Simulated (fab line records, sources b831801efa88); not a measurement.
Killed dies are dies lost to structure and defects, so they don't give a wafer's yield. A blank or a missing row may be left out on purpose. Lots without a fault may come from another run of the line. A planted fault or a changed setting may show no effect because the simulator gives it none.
fab line records | flow sky130
record lots=6 wafers=18 last_day=48
route steps=708 shown VIA4@642 METAL5@661 PASSIVATION@681 PAD_OPEN@708
lots that met no fault: from a run of the same line without faults
start_h: hours from the record's first day to the start of the lot's first wafer shown | wait_h: hours since the lot's step before | " the same as in the row above | L1.1+2: a row that stands for several wafers | - no value, or no start given | * or withheld: withheld | < > ~ a bound
route shown NAME@n: a module of which the file shows steps, and the number in the route of the first | usual: mean/standard deviation of fault-free wafers | same: alike in all rows | chamber/n: place in a boat | sites: the reading at each site | _std_site: their standard deviation | _edge_site: outer sites' mean less inner sites' | radius_mm: how far each site lies from the wafer's centre | mask NAME#n: copy n | behind: the tool/chamber that last shaped the wafer | hold: why the lot was held/for how many hours/how that ended | device: the transistor (n, p or np) that didn't switch | end of line: the same wafers' tests at the end of the route | a step without rows: its recipe alone | killed: dies lost to structure and defects at the first sort, not the wafer's yield | map: a wafer's dies, x killed, . not, _ none there
set.NAME: the setting as run; set.NAME@STEP: as run at that earlier step | model.NAME: the simulator's own value behind a step, which no gauge read
lots at some steps of the route; a table a step, a row a wafer
services: from which hour (start_h, from the record's first day; less than 0 if before it) a tool's chamber was out of use, for how many hours, and why
## steps
# step SKY_VIA4_BOW_MEAS_03
# recipe mode=bow
# usual VIA4_BOW=78/8.9
# columns lot.wafer tool chamber start_h wait_h VIA4_BOW[um]
L376.1 film_metro-01 - 994.83 0.1 92
L376.2 " - " " 94
L376.3 " - " " 98
L377.2 film_metro-01 - 1007.95 0.3 72
L377.4 " - " " 73
L377.5 " - " " 67
L379.2 film_metro-02 - 1017.66 0.2 81
L379.4 " - " " 93
L379.6 " - " " 95
L381.1 film_metro-03 - 1036.89 0.2 79
L381.2 " - " " 85
L381.4 " - " " 79
L384.3 film_metro-02 - 1058.02 0.2 76
L384.4 " - " " 81
L384.5 " - " " 80
L386.3 film_metro-02 - 1064.43 0.2 71
L386.4 " - " " 72
L386.5 " - " " 78
# step SKY_VIA4_DEHYDRATE_04
# recipe temp_c=200 time_s=60
# step SKY_VIA4_HMDS_05
# recipe prime_time_s=60 prime_temp_c=120
# step SKY_VIA4_COAT_06
# recipe resist=NOVOLAK spin_rpm=3000 resist_thk_nm=1140
# step SKY_VIA4_SOFTBAKE_07
# recipe temp_c=90 time_s=60 resist=NOVOLAK
# step SKY_VIA4_EXPOSE_08
# recipe mask_id=VIM4 na=0.6 source_shape=conventional sigma_outer=0.6 polarization=unpolarized target_cd_nm=800 dose_mj=132
# step SKY_VIA4_PEB_09
# recipe temp_c=withheld time_s=* resist=NOVOLAK
# step SKY_VIA4_DEVELOP_10
# recipe resist=NOVOLAK developer=TMAH develop_time_s=60 dev_temp_c=23
# step SKY_VIA4_OVL_MEAS_11
# usual VIA4_OVL=0.4/1.2
# columns lot.wafer tool chamber start_h wait_h VIA4_OVL[nm]
L376.1 overlay-01 - 1016.93 0.1 -0.5
L376.2 " - " " 0.1
L376.3 " - " " -0.1
L377.2 overlay-01 - 1030.54 0.1 1.3
L377.4 " - " " -0.2
L377.5 " - " " 0.1
L379.2 overlay-01 - 1040.68 0.1 1.2
L379.4 " - " " 0.6
L379.6 " - " " 0.4
L381.1 overlay-01 - 1058.10 0.1 0.4
L381.2 " - " " 1.7
L381.4 " - " " -1.1
L384.3 overlay-01 - 1078.97 0.1 0.5
L384.4 " - " " -1.6
L384.5 " - " " 0.3
L386.3 overlay-02 - 1085.39 0.1 0.3
L386.4 " - " " 1.8
L386.5 " - " " 1.0
# step SKY_VIA4_ETCH_12
# recipe target=SiO2 chemistry=C4F8/O2/Ar stop_on=TiN mask_material=NOVOLAK source_w=1500 bias_w=1161 pressure_mtorr=40 c4f8_flow_sccm=withheld O2_flow_sccm=6 Ar_flow_sccm=300 time_s=withheld target_depth_a=5800
# step SKY_VIA4_STRIP_13
# recipe chemistry=O2/N2 power_w=1400 pressure_mtorr=1500 platen_temp_c=withheld o2_flow_sccm=3000 n2_flow_sccm=300 overash_fraction=0.5
# step SKY_VIA4_STRIP_14
# recipe chemistry=post_etch_residue_remover time_s=1200 temp_c=72.5
# step SKY_VIA4_CLEAN_15
# recipe chemistry=IPA time_s=180 temp_c=25
# columns lot.wafer tool chamber start_h wait_h
L376.1+2+3 wet_bench-04 0 1017.89 0.0
L377.2+4+5 wet_bench-01 0 1031.08 0.0
L379.2+4+6 wet_bench-01 2 1041.26 0.0
L381.1+2+4 wet_bench-02 3 1058.69 0.0
L384.3+4+5 wet_bench-04 0 1079.54 0.0
L386.3+4+5 wet_bench-04 1 1085.93 0.0
# step SKY_VIA4_CLEAN_16
# recipe chemistry=O3/DIW dry=n2_spin
# step SKY_VIA4_SPUTTER_17
# recipe material=TiN target_thk_nm=20 chamber_pressure_pa=5 power_w=4000 time_s=80
# usual throttle_valve_pct=30.7/1.1
# columns lot.wafer tool chamber start_h wait_h throttle_valve_pct
L376.1 pvd_sputter-01 - 1018.04 0.0 31.1
L376.2 " - " " 28.7
L376.3 " - " " 32.0
L377.2 pvd_sputter-01 - 1031.34 0.0 31.1
L377.4 " - " " 31.9
L377.5 " - " " 30.8
L379.2 pvd_sputter-02 - 1041.42 0.0 30.5
L379.4 " - " " 31.6
L379.6 " - " " 30.7
L381.1 pvd_sputter-02 - 1058.85 0.0 29.6
L381.2 " - " " 30.4
L381.4 " - " " 31.7
L384.3 pvd_sputter-01 - 1079.69 0.0 28.6
L384.4 " - " " 30.8
L384.5 " - " " 31.0
L386.3 pvd_sputter-01 - 1086.08 0.0 28.6
L386.4 " - " " 31.1
L386.5 " - " " 30.7
# step SKY_VIA4_CVD_18
# recipe material=W target_thk_nm=505 time_s=152.14 temp_c=400 pressure_torr=40
# step SKY_VIA4_RS_MEAS_19
# recipe thk_meas_gauge=four-point-probe reads=W_of_VIA4_CVD_18+TiN_of_VIA4_SPUTTER_17
# usual VIA4_W_RS=0.2270/0.0024
# columns lot.wafer tool chamber start_h wait_h VIA4_W_RS[ohm/sq]
L376.1 film_metro-02 - 1018.25 0.1 0.2272
L376.2 " - " " 0.2287
L376.3 " - " " 0.2292
L377.2 film_metro-02 - 1031.58 0.1 0.2277
L377.4 " - " " 0.2298
L377.5 " - " " 0.2276
L379.2 film_metro-03 - 1041.65 0.1 0.2255
L379.4 " - " " 0.2278
L379.6 " - " " 0.2256
L381.1 film_metro-02 - 1059.06 0.1 0.2225
L381.2 " - " " 0.2252
L381.4 " - " " 0.2252
L384.3 film_metro-03 - 1079.94 0.1 0.2301
L384.4 " - " " 0.2296
L384.5 " - " " 0.2308
L386.3 film_metro-02 - 1086.33 0.1 0.2229
L386.4 " - " " 0.2248
L386.5 " - " " 0.2249
# step SKY_VIA4_THK_MEAS_20
# recipe thk_meas_gauge=xrf reads=W_of_VIA4_CVD_18
# usual VIA4_W_THK=510/8.2
# columns lot.wafer tool chamber start_h wait_h VIA4_W_THK[nm]
L376.1 film_metro-02 - 1018.37 0.1 513
L376.2 " - " " 507
L376.3 " - " " 507
L377.2 film_metro-02 - 1031.69 0.1 509
L377.4 " - " " 503
L377.5 " - " " 508
L379.2 film_metro-03 - 1041.76 0.1 507
L379.4 " - " " 499
L379.6 " - " " 508
L381.1 film_metro-02 - 1059.18 0.1 517
L381.2 " - " " 511
L381.4 " - " " 513
L384.3 film_metro-03 - 1080.04 0.1 496
L384.4 " - " " 495
L384.5 " - " " 498
L386.3 film_metro-02 - 1086.43 0.1 521
L386.4 " - " " 511
L386.5 " - " " 512
# step SKY_VIA4_CMP_21
# recipe stop_on=SiO2 t_overpolish_s=25 down_force_psi=3.5 platen_rpm=60 target_thk_nm=0 pad_velocity_m_s=0.94248
# usual motor_current_A=10.8/1.4 overpolish_run_s=25.001/0.0088 time_to_endpoint_s=121/3.9
# columns lot.wafer tool chamber start_h wait_h motor_current_A overpolish_run_s time_to_endpoint_s
L376.1 cmp-01 1 1018.43 0.1 13.8 25.002 118
L376.3 " 3 " " 10.4 24.998 117
L376.2 " 0 " " 8.7 25.000 118
L377.2 cmp-02 1 1031.74 0.0 8.5 25.000 124
L377.4 " 0 " " 11.5 24.987 120
L377.5 " 2 " " 11.4 25.007 118
L379.4 cmp-02 3 1041.81 0.0 11.1 24.994 129
L379.2 " 0 " " 12.1 25.007 126
L379.6 " 0 " " 11.3 25.023 124
L381.4 cmp-02 3 1059.24 0.0 11.2 25.001 123
L381.1 " 0 " " 11.7 25.007 120
L381.2 " 2 " " 10.9 24.993 118
L384.4 cmp-01 0 1080.17 0.1 8.9 24.997 113
L384.3 " 1 " " 13.8 24.990 121
L384.5 " 1 " " 14.0 24.995 116
L386.4 cmp-01 3 1086.57 0.1 10.8 24.991 123
L386.3 " 0 " " 9.2 25.006 121
L386.5 " 0 " " 9.5 24.987 120
# step SKY_METAL5_SPUTTER_00
# recipe material=Ti target_thk_nm=15 power_w=3000 time_s=10 chamber_pressure_pa=0.4
# step SKY_METAL5_SPUTTER_01
# recipe material=TiN target_thk_nm=20 power_w=6500 time_s=16.7 chamber_pressure_pa=0.4
# step SKY_METAL5_SPUTTER_02
# recipe material=AlCu target_thk_nm=1150 power_w=10600 time_s=63.78 chamber_pressure_pa=0.4
# step SKY_METAL5_SPUTTER_03
# recipe material=Ti target_thk_nm=5 power_w=3000 time_s=3.3 chamber_pressure_pa=0.4
# step SKY_METAL5_SPUTTER_04
# recipe material=TiN target_thk_nm=70 power_w=6500 time_s=58.3 chamber_pressure_pa=0.4
# usual throttle_valve_pct=30.5/1.2
# columns lot.wafer tool chamber start_h wait_h throttle_valve_pct
L376.1 pvd_sputter-04 - 1018.85 0.0 31.1
L376.2 " - " " 28.8
L376.3 " - " " 29.4
L377.2 pvd_sputter-01 - 1032.15 0.0 31.6
L377.4 " - " " 30.4
L377.5 " - " " 32.0
L379.2 pvd_sputter-03 - 1042.23 0.0 29.7
L379.4 " - " " 30.1
L379.6 " - " " 30.2
L381.1 pvd_sputter-04 - 1059.66 0.0 29.8
L381.2 " - " " 32.7
L381.4 " - " " 28.6
L384.3 pvd_sputter-01 - 1080.58 0.0 31.2
L384.4 " - " " 28.5
L384.5 " - " " 31.6
L386.3 pvd_sputter-04 - 1087.00 0.0 29.6
L386.4 " - " " 31.1
L386.5 " - " " 31.1
# step SKY_METAL5_RS_MEAS_05
# recipe thk_meas_gauge=four-point-probe reads=TiN_of_METAL5_SPUTTER_04+Ti_of_METAL5_SPUTTER_03+AlCu_of_METAL5_SPUTTER_02+TiN_of_METAL5_SPUTTER_01+Ti_of_METAL5_SPUTTER_00
# usual METAL5_ALCU_RS=0.02598/0.00025
# columns lot.wafer tool chamber start_h wait_h METAL5_ALCU_RS[ohm/sq]
L376.1 film_metro-04 - 1018.90 0.0 0.02622
L376.2 " - " " 0.02598
L376.3 " - " " 0.02578
L377.2 film_metro-02 - 1032.22 0.0 0.02582
L377.4 " - " " 0.02599
L377.5 " - " " 0.02587
L379.2 film_metro-02 - 1042.29 0.0 0.02618
L379.4 " - " " 0.02597
L379.6 " - " " 0.02598
L381.1 film_metro-03 - 1059.71 0.0 0.0259
L381.2 " - " " 0.0261
L381.4 " - " " 0.02585
L384.3 film_metro-03 - 1080.67 0.1 0.02603
L384.4 " - " " 0.02586
L384.5 " - " " 0.02594
L386.3 film_metro-02 - 1087.10 0.1 0.02582
L386.4 " - " " 0.02617
L386.5 " - " " 0.02627
# step SKY_METAL5_THK_MEAS_06
# recipe thk_meas_gauge=xrf reads=AlCu_of_METAL5_SPUTTER_02
# usual METAL5_ALCU_THK=1176/15
# columns lot.wafer tool chamber start_h wait_h METAL5_ALCU_THK[nm]
L376.1 film_metro-04 - 1019.02 0.1 1170
L376.2 " - " " 1191
L376.3 " - " " 1197
L377.2 film_metro-02 - 1032.33 0.1 1170
L377.4 " - " " 1167
L377.5 " - " " 1178
L379.2 film_metro-02 - 1042.40 0.1 1160
L379.4 " - " " 1174
L379.6 " - " " 1172
L381.1 film_metro-03 - 1059.83 0.1 1187
L381.2 " - " " 1176
L381.4 " - " " 1198
L384.3 film_metro-03 - 1080.77 0.1 1180
L384.4 " - " " 1188
L384.5 " - " " 1184
L386.3 film_metro-02 - 1087.20 0.1 1174
L386.4 " - " " 1168
L386.5 " - " " 1157
# step SKY_METAL5_DEHYDRATE_07
# recipe temp_c=200 time_s=60
# step SKY_METAL5_HMDS_08
# recipe prime_time_s=60 prime_temp_c=120
# step SKY_METAL5_COAT_09
# recipe resist=NOVOLAK spin_rpm=3000 resist_thk_nm=1800
# step SKY_METAL5_SOFTBAKE_10
# recipe temp_c=90 time_s=60 resist=NOVOLAK
# step SKY_METAL5_EXPOSE_11
# recipe mask_id=MM5 na=0.6 source_shape=conventional sigma_outer=0.6 polarization=unpolarized target_cd_nm=1600 dose_mj=190
# step SKY_METAL5_PEB_12
# recipe temp_c=withheld time_s=* resist=NOVOLAK
# step SKY_METAL5_DEVELOP_13
# recipe resist=NOVOLAK developer=TMAH develop_time_s=60 dev_temp_c=23
# step SKY_METAL5_DESCUM_14
# recipe chemistry=O2 source_power_w=150 bias_power_w=0 pressure_mtorr=10 temp_c=40 time_s=11
# step SKY_METAL5_METAL_ETCH_15
# recipe target_depth_a=12600 stop_on=SiO2 over_etch_frac=0.2 time_s=252 chemistry=Cl2/BCl3 resist_sidewall_deg=86 pressure_mtorr=10 icp_w=900 bias_w=48.5 Cl2_flow_sccm=60 bcl3_flow_sccm=30
# step SKY_METAL5_STRIP_16
# recipe chemistry=O2/N2 power_w=1400 pressure_mtorr=1500 platen_temp_c=withheld o2_flow_sccm=3000 n2_flow_sccm=300 overash_fraction=0.5
# usual drypump_motor_current_A=5.8/0.36 oes_product_au=0.710/0.0046 strip_time_to_endpoint_s=13.08/0.1
# columns lot.wafer tool chamber start_h wait_h drypump_motor_current_A oes_product_au rf_hours_counter_h strip_time_to_endpoint_s
L376.1 plasma_asher-04 1 1041.32 0.2 6.1 0.707 31 13.04
L376.2 " 0 " " 5.7 0.715 31 13.19
L376.3 " 1 " " 6.1 0.709 - 13.26
L377.2 plasma_asher-01 1 1054.84 0.2 6.2 0.718 125 13.10
L377.4 " 1 " " 6.2 0.716 - 13.19
L377.5 " 0 " " 5.4 0.711 - 13.09
L379.2 plasma_asher-04 1 1063.82 0.2 6.2 0.709 33 13.23
L379.4 " 0 " " 5.7 0.718 - 13.19
L379.6 " 0 " " 5.7 0.710 - 13.08
L381.1 plasma_asher-02 1 1081.29 0.2 5.4 0.700 63 13.17
L381.2 " 0 " " 5.3 0.715 63 13.14
L381.4 " 1 " " 5.4 0.711 - 13.17
L384.3 plasma_asher-01 0 1101.27 0.1 5.4 0.707 - 13.03
L384.4 " 1 " " 6.2 0.700 - 13.00
L384.5 " 1 " " 6.2 0.711 - 13.01
L386.3 plasma_asher-01 0 1107.71 0.1 5.4 0.710 - 13.04
L386.4 " 1 " " 6.2 0.711 - 13.05
L386.5 " 1 " " 6.2 0.707 - 13.13
# step SKY_METAL5_STRIP_17
# recipe chemistry=post_etch_residue_remover time_s=1200 temp_c=73.43
# step SKY_METAL5_CLEAN_18
# recipe chemistry=IPA time_s=180 temp_c=25
# step SKY_METAL5_CLEAN_19
# recipe chemistry=O3/DIW dry=n2_spin
# step SKY_PASSIVATION_CVD_00
# recipe material=SiO2 target_thk_nm=90 temp_c=400 time_s=withheld rf_w=600
# step SKY_PASSIVATION_THK_MEAS_01
# recipe reads=SiO2_of_PASSIVATION_CVD_00
# usual PASSIVATION_CVD_00_THK=89.9/1.3
# columns lot.wafer tool chamber start_h wait_h PASSIVATION_CVD_00_THK[nm]
L376.1 film_metro-01 - 1041.94 - 90.6
L376.2 " - " " 88.5
L376.3 " - " " 90.3
L377.2 film_metro-04 - 1055.50 - 87.5
L377.4 " - " " 90.0
L377.5 " - " " 89.0
L379.2 film_metro-01 - 1064.52 - 90.9
L379.4 " - " " 92.3
L379.6 " - " " 93.5
L381.1 film_metro-01 - 1081.98 - 88.0
L381.2 " - " " 87.7
L381.4 " - " " 89.8
L384.3 film_metro-03 - 1101.87 - 87.2
L384.4 " - " " 89.9
L384.5 " - " " 89.5
L386.3 film_metro-03 - 1108.40 - 88.0
L386.4 " - " " 88.6
L386.5 " - " " 88.8
# step SKY_PASSIVATION_CVD_02
# recipe material=Si3N4 target_thk_nm=540 temp_c=400 time_s=withheld rf_w=450
# usual heater_power_w=704/85
# columns lot.wafer tool chamber start_h wait_h heater_power_w
L376.1 pecvd-02 0 1042.00 0.1 666
L376.2 " 2 " " 630
L376.3 " 2 " " 656
L377.2 pecvd-04 2 1055.55 0.0 717
L377.4 " 0 " " 826
L377.5 " 2 " " 772
L379.2 pecvd-02 1 1064.57 0.0 698
L379.4 " 0 " " 586
L379.6 " 2 " " 602
L381.1 pecvd-01 0 1082.04 0.1 684
L381.2 " 2 " " 832
L381.4 " 0 " " 721
L384.3 pecvd-02 2 1101.91 0.0 616
L384.4 " 1 " " 635
L384.5 " 0 " " 567
L386.3 pecvd-01 0 1108.44 0.0 787
L386.4 " 2 " " 778
L386.5 " 1 " " 576
# step SKY_PAD_OPEN_PROBE_99
# usual defect_limited_yield=82.8/1.8 killed_at_M0_to_M3=43/6.3 killed_at_M4_up=3.1/1.9 killed_at_contacts=24/5.1 killed_at_front_end=14/4.3 killed_at_other=0.3/0.53 killed_dies=85/8.8 killed_on_rim=17/3.9 killed_open=46/7.1 killed_short=38/5.9 sort_bin_3_pad_short=0.8/0.41 sort_bin_5_function=10.4/1.5 sort_bin_6_memory=6.1/1.1 sort_n_pass=407/8.8 sort_yield_pct=82.8/1.8
# same gross_dies=492 killed_at_back_side=0 sort_bin_4_leakage[%]=0 sort_bin_8_speed[%]=0
# columns lot.wafer tool chamber start_h wait_h defect_limited_yield[%] killed_at_M0_to_M3 killed_at_M4_up killed_at_contacts killed_at_front_end killed_at_other killed_dies killed_on_rim killed_open killed_short sort_bin_3_pad_short[%] sort_bin_5_function[%] sort_bin_6_memory[%] sort_n_pass sort_yield_pct[%] model.etest.tester.sort_n_pass model.etest.tester.sort_yield_pct model.etest.tester.sort_bin_5_pct model.etest.tester.sort_bin_3_pct
L376.1 prober-02 - 1087.55 0.1 78.7 50 2 29 23 1 105 17 63 41 1.2 12.0 8.1 387 78.7 387 78.66 11.99 1.22
L376.2 prober-02 - 1087.60 0.1 80.9 56 1 25 12 0 94 20 47 47 1.0 10.8 7.3 398 80.9 398 80.89 10.77 1.016
L376.3 prober-02 - 1087.65 0.2 81.3 39 4 27 21 1 92 20 50 41 1.8 8.7 8.1 400 81.3 400 81.3 8.74 1.829
L377.2 prober-01 - 1100.73 0.1 80.3 49 8 25 13 2 97 21 59 38 2.0 11.0 6.7 395 80.3 395 80.28 10.98 2.033
L377.4 prober-01 - 1100.83 0.2 80.3 52 3 30 12 0 97 15 54 43 0 10.8 8.9 395 80.3 395 80.28 10.77 0
L377.5 prober-01 - 1100.88 0.2 80.5 57 4 25 10 0 96 21 56 40 0.6 11.2 7.7 396 80.5 396 80.49 11.18 0.6098
L379.2 prober-01 - 1108.49 0.1 82.1 39 4 32 13 0 88 14 49 39 0.8 12.6 4.5 404 82.1 404 82.11 12.6 0.813
L379.4 prober-01 - 1108.59 0.2 83.5 42 4 25 8 2 81 13 42 39 0.2 11.2 5.1 411 83.5 411 83.54 11.18 0.2033
L379.6 prober-01 - 1108.69 0.2 80.5 45 3 38 10 0 96 22 47 49 0.8 12.4 6.3 396 80.5 396 80.49 12.4 0.813
L381.1 prober-01 - 1124.78 0.1 85.4 30 1 28 13 0 72 9 40 32 0.8 8.3 5.5 420 85.4 420 85.37 8.333 0.813
L381.2 prober-01 - 1124.83 0.1 78.9 43 5 38 18 0 104 26 61 43 0.6 14.4 6.1 388 78.9 388 78.86 14.43 0.6098
L381.4 prober-01 - 1124.93 0.2 82.7 46 5 16 18 0 85 19 44 41 0.8 9.1 7.3 407 82.7 407 82.72 9.146 0.813
L384.3 prober-02 - 1143.43 0.2 79.3 40 27 12 22 1 102 24 39 38 2.2 12.2 6.3 390 79.3 390 79.27 12.2 2.236
L384.4 prober-02 - 1143.48 0.2 79.9 36 33 18 12 0 99 22 44 29 1.6 12.2 6.3 393 79.9 393 79.88 12.2 1.626
L384.5 prober-02 - 1143.53 0.2 77.6 40 33 20 16 1 110 22 46 38 1.8 12.0 8.5 382 77.6 382 77.64 11.99 1.829
L386.3 prober-02 - 1148.48 0.2 77.4 35 44 24 8 0 111 15 35 31 1.2 15.0 6.3 381 77.4 381 77.44 15.04 1.22
L386.4 prober-02 - 1148.53 0.2 74.8 35 52 28 9 0 124 19 43 33 2.8 15.9 6.5 368 74.8 368 74.8 15.85 2.846
L386.5 prober-02 - 1148.58 0.2 73.2 36 52 25 18 1 132 11 44 40 2.4 18.5 5.9 360 73.2 360 73.17 18.5 2.439
# killed by level:class
L376.1 VIA3:geometric_particle:open=12 LI_CONTACT:geometric_particle:open=9 VIA2:geometric_particle:open=9 CONTACT:geometric_particle:open=8 METAL2:geometric_particle:short=8 POLY_GATE:geometric_particle:short=7 POLY_GATE:geometric_particle:open=7 LOCAL_INTERCONNECT:geometric_particle:short=5
L376.2 VIA3:geometric_particle:open=11 VIA1:geometric_particle:open=11 METAL2:geometric_particle:short=10 CONTACT:geometric_particle:short=8 CONTACT:geometric_particle:open=8 VIA1:geometric_particle:short=5 FIELD_ISO:geometric_particle:short=4 LI_CONTACT:geometric_particle:open=4
L376.3 VIA1:geometric_particle:open=9 FIELD_ISO:geometric_particle:short=8 LI_CONTACT:geometric_particle:open=8 CONTACT:geometric_particle:open=8 VIA2:geometric_particle:open=6 VIA3:geometric_particle:open=6 CONTACT:geometric_particle:short=5 POLY_GATE:geometric_particle:short=4
L377.2 CONTACT:geometric_particle:open=13 VIA2:geometric_particle:open=11 VIA1:geometric_particle:open=9 LI_CONTACT:geometric_particle:open=8 VIA1:geometric_particle:short=6 METAL4:geometric_particle:short=5 METAL2:geometric_particle:short=5 FIELD_ISO:geometric_particle:short=4
L377.4 VIA3:geometric_particle:open=14 CONTACT:geometric_particle:open=9 LOCAL_INTERCONNECT:geometric_particle:short=8 METAL1:geometric_particle:short=8 VIA1:geometric_particle:open=7 VIA2:geometric_particle:open=7 LI_CONTACT:geometric_particle:open=6 METAL2:geometric_particle:short=5
L377.5 VIA1:geometric_particle:open=14 CONTACT:geometric_particle:open=12 VIA3:geometric_particle:open=10 VIA2:geometric_particle:open=7 METAL1:geometric_particle:short=7 VIA1:geometric_particle:short=7 LOCAL_INTERCONNECT:geometric_particle:short=5 METAL2:geometric_particle:short=5
L379.2 CONTACT:geometric_particle:open=12 VIA1:geometric_particle:open=12 CONTACT:geometric_particle:short=9 VIA3:geometric_particle:open=7 LOCAL_INTERCONNECT:geometric_particle:short=6 METAL1:geometric_particle:short=5 VIA1:geometric_particle:short=4 FIELD_ISO:geometric_particle:short=3
L379.4 VIA1:geometric_particle:open=13 CONTACT:geometric_particle:open=9 CONTACT:geometric_particle:short=7 VIA1:geometric_particle:short=6 VIA3:geometric_particle:open=5 LI_CONTACT:geometric_particle:short=4 METAL2:geometric_particle:short=4 FIELD_ISO:geometric_particle:short=3
L379.6 LI_CONTACT:geometric_particle:open=17 VIA1:geometric_particle:open=9 VIA1:geometric_particle:short=9 LOCAL_INTERCONNECT:geometric_particle:short=8 METAL1:geometric_particle:short=7 CONTACT:geometric_particle:open=5 VIA2:geometric_particle:open=5 LI_CONTACT:geometric_particle:short=4
L381.1 LI_CONTACT:geometric_particle:open=9 CONTACT:geometric_particle:open=8 LOCAL_INTERCONNECT:geometric_particle:short=7 VIA1:geometric_particle:open=6 METAL2:geometric_particle:short=4 FIELD_ISO:geometric_particle:open=4 VIA3:geometric_particle:short=4 VIA3:geometric_particle:open=4
L381.2 CONTACT:geometric_particle:open=15 LI_CONTACT:geometric_particle:open=11 VIA2:geometric_particle:open=10 VIA1:geometric_particle:open=9 POLY_GATE:geometric_particle:open=6 VIA2:geometric_particle:short=6 FIELD_ISO:geometric_particle:short=5 CONTACT:geometric_particle:short=5
L381.4 VIA1:geometric_particle:open=15 VIA3:geometric_particle:open=6 VIA1:geometric_particle:short=6 POLY_GATE:geometric_particle:short=5 POLY_GATE:geometric_particle:open=5 CONTACT:geometric_particle:open=5 METAL2:geometric_particle:short=5 FIELD_ISO:geometric_particle:open=4
L384.3 VIA4:unspecified=25 VIA2:geometric_particle:open=8 CONTACT:geometric_particle:open=7 METAL1:geometric_particle:short=7 METAL2:geometric_particle:short=7 FIELD_ISO:geometric_particle:open=6 POLY_GATE:geometric_particle:short=6 VIA1:geometric_particle:open=5
L384.4 VIA4:unspecified=26 VIA2:geometric_particle:open=11 VIA1:geometric_particle:open=9 CONTACT:geometric_particle:open=8 METAL4:geometric_particle:short=5 VIA3:geometric_particle:open=5 METAL2:geometric_particle:short=4 POLY_GATE:geometric_particle:short=3
L384.5 VIA4:unspecified=25 VIA1:geometric_particle:open=13 METAL1:geometric_particle:short=7 VIA2:geometric_particle:open=7 METAL4:geometric_particle:short=7 LI_CONTACT:geometric_particle:open=6 CONTACT:geometric_particle:open=5 VIA1:geometric_particle:short=5
L386.3 VIA4:unspecified=44 CONTACT:geometric_particle:open=10 VIA1:geometric_particle:open=9 LI_CONTACT:geometric_particle:open=5 METAL2:geometric_particle:short=5 VIA3:geometric_particle:open=5 CONTACT:geometric_particle:short=4 VIA2:geometric_particle:open=4
L386.4 VIA4:unspecified=48 CONTACT:geometric_particle:open=13 VIA2:geometric_particle:open=7 METAL2:geometric_particle:short=7 LI_CONTACT:geometric_particle:open=6 CONTACT:geometric_particle:short=5 VIA1:geometric_particle:open=5 METAL4:geometric_particle:short=4
L386.5 VIA4:unspecified=48 VIA1:geometric_particle:open=10 CONTACT:geometric_particle:open=9 FIELD_ISO:geometric_particle:open=7 LOCAL_INTERCONNECT:geometric_particle:short=6 CONTACT:geometric_particle:short=5 POLY_GATE:geometric_particle:short=5 LI_CONTACT:geometric_particle:open=5
# map L384.5 (x killed, . not)
__________.x.....x.._________
________.....x....x..._______
______.................._____
_____.....x......xxx.....____
____.........x............___
___x......x..............x.__
__....x.....xx..x....x.x.x.x_
_....x...x..x..x.x..xx.......
_..........x.x.............x.
_.....x...........x........x.
_x.x....x.xx.....x.xx.....xx.
_x.x..x.x....................
_..x.xx.xxx..........x..x....
_....x.......x....x......x...
_x...........x...........x...
__.........xx.............x._
___....x......x....x.xxx...__
____.x....x.xxx...x....x..___
_____...x......x......x..____
______x..x.xxxxxxx..x..._____
________...xxxxxxxxxxx_______
__________.xxxxxxxx._________
# map L386.5 (x killed, . not)
__________.......x.._________
________........x...x._______
______x...........x.x..._____
_____.................x..____
____....x..x..x....xx..x.x___
___....x...................__
__...xxxxx.xx...xx..x......._
_..xx.xxxx.x........x...x....
_...xxxxxxxx..x.x........x...
_...xxxxxxxxx.x....x.....x...
_...xxxxxxxxxxx...xx.xx.x...x
_....xxxxxxx...x....x.x.x....
_.....xxxxxx.........x..x....
_.....x.xxxx.............xxx.
_..x.....xx.xx.xx.x.x.x.....x
__..x.........x.x..........._
___...x...x........x....x..__
____.x.......xx...........___
_____......x...x....x.x.x____
______............x...xx_____
________.x.......x...._______
__________.........._________
## services
# columns tool chamber start_h hours kind
plasma_asher-02 - 994.19 0.8 repair
pecvd-04 - 998.69 0.6 repair
pvd_sputter-04 1 1010.25 - consumable_replace:kit
pvd_sputter-04 1 1010.25 18.0 scheduled_down
pvd_sputter-04 1 1010.25 18.0 vent_cycle
pecvd-04 2 1012.54 13.6 repair
pvd_sputter-03 - 1016.42 6.8 repair
pecvd-02 1 1018.48 2.6 repair
pvd_sputter-01 - 1020.79 7.9 repair
pecvd-02 1 1021.13 - clean
pecvd-02 1 1021.13 - consumable_replace:showerhead
pecvd-04 - 1022.37 1.6 repair
cmp-01 - 1049.54 2.5 repair
cmp-02 - 1050.85 4.0 repair
plasma_asher-01 - 1055.25 9.0 pm
cmp-02 - 1055.54 0.9 repair
plasma_asher-02 - 1070.13 3.1 repair
cmp-02 - 1077.05 0.3 repair
cmp-02 - 1084.00 4.0 pm
cmp-01 - 1088.00 5.8 pm
pecvd-01 0 1096.63 1.9 repair
pecvd-01 - 1098.06 2.8 pm
pvd_sputter-04 - 1102.45 0.6 repair
pecvd-04 - 1106.74 5.5 pm
## key
first_sign step=SKY_PAD_OPEN_PROBE_99 reading=killed_at_M4_up direction=up sigmas=19 usual=3.1 struck=40.2
effect step=SKY_PAD_OPEN_PROBE_99 reading=defect_limited_yield direction=down sigmas=3.2 usual=82.8 struck=77.0
model_effect step=SKY_PAD_OPEN_PROBE_99 value=etest.tester.sort_n_pass without=411.2 struck=379
met_at SKY_VIA4_CLEAN_15
struck_wafers L384.3,L384.4,L384.5,L386.3,L386.4,L386.5
onset_between 1017.89 1079.54
also_fits time
fault kind=chamber_particle_source tool=wet_bench-04 chamber=- onset_h=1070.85 steps=SKY_VIA4_CLEAN_15 rate_per_visit_cm2=0.60125 end_h=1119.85
